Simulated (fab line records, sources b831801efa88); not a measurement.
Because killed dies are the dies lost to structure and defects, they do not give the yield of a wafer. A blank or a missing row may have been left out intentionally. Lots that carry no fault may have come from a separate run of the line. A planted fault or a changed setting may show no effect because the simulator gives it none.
Struck lot and sound lot, side by side	flow sky130	32 out of 708 route steps
Sound: these wafers, L536.3, L536.4, L536.6. Struck: wafer L533.6 (left out: L533.3, a lot-mate that was not struck); the cause follows at the end.
Per side, at each step with rows, come the tool, then ch with its chambers, and then its first start. Under that, the readings that differ: sound wafers	struck wafers	difference of the means	sigmas: that difference in standard deviations of wafers without a fault.
alike: words and numbers the same on both sides, and readings whose means are apart by under 2 such deviations; not compared: readings that were withheld, readings missing a value for some wafer, numbers with overlapping values and no deviation given by the record, and bounds like >300 which may hide the same value.
The two part at a step that has a row with sigmas, a row that says differs or no value, or rows on one side only. Numbers that don't overlap but have no deviation are shown without sigmas and don't part them. Lack of a reading on every wafer of one side parts them only where that side has two or more wafers.

first, 4 steps without rows for these wafers: SKY_LOCAL_INTERCONNECT_SOFTBAKE_07 (time 90 s); SKY_LOCAL_INTERCONNECT_EXPOSE_08 (exposes mask LI1M, target cd 170 nm); SKY_LOCAL_INTERCONNECT_PEB_09; SKY_LOCAL_INTERCONNECT_DEVELOP_10 (develop time 60 s).
SKY_LOCAL_INTERCONNECT_CD_MEAS_11 targets a cd of 170 nm.
  sound on cd sem-01, day 36 19:24; struck on cd sem-01, day 35 20:10
  alike: cd nm
SKY_LOCAL_INTERCONNECT_OVL_MEAS_12:
  sound on overlay-01, day 36 19:29; struck on overlay-02, day 35 20:16
  alike: LOCAL_INTERCONNECT_OVL
SKY_LOCAL_INTERCONNECT_ETCH_13: etches BARC in N2/H2, stops on SiO2, time 45.9 s, target depth 60 nm.
  sound on rie metal-02 ch 0,1, day 36 19:32; struck on rie metal-04 ch 1, day 35 20:19
  alike: bias w, drypump motor current A, oes product au, rf fwd power W, throttle valve pct
  not compared: rf hours counter h
then, 1 step without rows for these wafers: SKY_LOCAL_INTERCONNECT_METAL_ETCH_14 (etches TiN in Cl2/BCl3, stops on PSG, target depth 110 nm, time 31.4 s).
SKY_LOCAL_INTERCONNECT_STRIP_15: strips in O2/N2.
  sound on plasma asher-04 ch 0,1, day 36 19:40; struck on plasma asher-04 ch 0, day 35 20:26
  alike: drypump motor current A, oes product au, strip time to endpoint s
  not compared: rf hours counter h
then, 3 steps without rows for these wafers: SKY_LOCAL_INTERCONNECT_STRIP_16 (strips in post etch residue remover, time 1200 s); SKY_LOCAL_INTERCONNECT_CLEAN_17 (cleans in IPA, time 180 s); SKY_LOCAL_INTERCONNECT_CLEAN_18 (cleans in O3/DIW).
SKY_CONTACT_CVD_00: deposits Si3N4, target thk 75 nm.
  sound on pecvd-02 ch 0,1, day 36 20:16; struck on pecvd-04 ch 0, day 35 20:59
reading	sound	struck	difference	sigmas
model.Si3N4_of_CONTACT_CVD_00.thk nm (nm)	75.68 75.85 75.9	58.02	-17.79	
  alike: heater power w, rf fwd power W
SKY_CONTACT_THK_MEAS_01:
  sound on film metro-01, day 36 20:19; struck on film metro-04, day 35 21:03
reading	sound	struck	difference	sigmas
CONTACT_CVD_00_THK (nm)	75.8 75.9 75.9	58.1	-17.8	-19
then, 1 step without rows for these wafers: SKY_CONTACT_HDPCVD_02 (deposits SiO2, target thk 565 nm, time 94.2 s).
SKY_CONTACT_THK_MEAS_03:
  sound on film metro-03, day 36 20:27; struck on film metro-03, day 35 21:10
  alike: CONTACT_HDPCVD_THK
SKY_CONTACT_CMP_04: polishes SiO2.
  sound on cmp-02 ch 0,3, day 36 20:40; struck on cmp-02 ch 2, day 35 21:19
  alike: motor current A
SKY_CONTACT_BOW_MEAS_05:
  sound on film metro-01, day 36 20:58; struck on film metro-04, day 35 21:33
  alike: CONTACT_BOW
then, 8 steps without rows for these wafers: SKY_CONTACT_DEHYDRATE_06 (time 60 s); SKY_CONTACT_HMDS_07 (prime time 60 s); SKY_CONTACT_COAT_08 (resist thk 60 nm); SKY_CONTACT_COAT_09 (resist thk 450 nm); SKY_CONTACT_SOFTBAKE_10 (time 90 s); SKY_CONTACT_EXPOSE_11 (exposes mask CTM1, target cd 170 nm); SKY_CONTACT_PEB_12; SKY_CONTACT_DEVELOP_13 (develop time 60 s).
SKY_CONTACT_CD_MEAS_14 targets a cd of 170 nm.
  sound on cd sem-02, day 37 22:51; struck on cd sem-01, day 36 23:21
  alike: cd nm
SKY_CONTACT_OVL_MEAS_15:
  sound on overlay-02, day 37 22:56; struck on overlay-01, day 36 23:26
  alike: CONTACT_OVL
SKY_CONTACT_ETCH_16: etches BARC in N2/H2, stops on SiO2, time 45.9 s, target depth 60 nm.
  sound on rie diel-01 ch 1,3, day 37 22:58; struck on rie diel-03 ch 1, day 36 23:28
  alike: bias w, drypump motor current A, oes product au, rf fwd power W, throttle valve pct
  not compared: rf hours counter h
then, 1 step without rows for these wafers: SKY_CONTACT_ETCH_17 (etches SiO2 in C4F8/O2/Ar, stops on Si3N4, target depth 340 nm).
SKY_CONTACT_ETCH_18: etches Si3N4 in CHF3/O2, stops on TiN, time 39 s, target depth 75 nm.
  sound: rie diel-01 ch 1,3; struck: rie diel-03 ch 1
reading	sound	struck	difference	sigmas
bias w (W)	198.2 198.8 199.9	200.8	+1.8	+3
oes product au (a.u.)	0.857 0.851 0.856	0.749	-0.106	-14
throttle valve pct (%)	8.778 8.792 8.792	8.760	-0.027	-3
model.etch.depth nm (nm)	75.68 75.85 75.9	58.02	-17.79	
  alike: O2_flow_sccm, drypump motor current A, rf fwd power W
  not compared: rf hours counter h
SKY_CONTACT_STRIP_19: strips in O2/N2.
  sound on plasma asher-04 ch 0,1, day 37 23:08; struck on plasma asher-01 ch 1, day 37 06:42
  alike: drypump motor current A, oes product au, strip time to endpoint s
  not compared: rf hours counter h

== WHERE THEY PART ==
At SKY_CONTACT_THK_MEAS_01 first; at SKY_CONTACT_ETCH_18 last (within this record only). Later steps at which nothing parts them and some readings are alike: SKY_CONTACT_STRIP_19.

WHY: what the simulator had put in
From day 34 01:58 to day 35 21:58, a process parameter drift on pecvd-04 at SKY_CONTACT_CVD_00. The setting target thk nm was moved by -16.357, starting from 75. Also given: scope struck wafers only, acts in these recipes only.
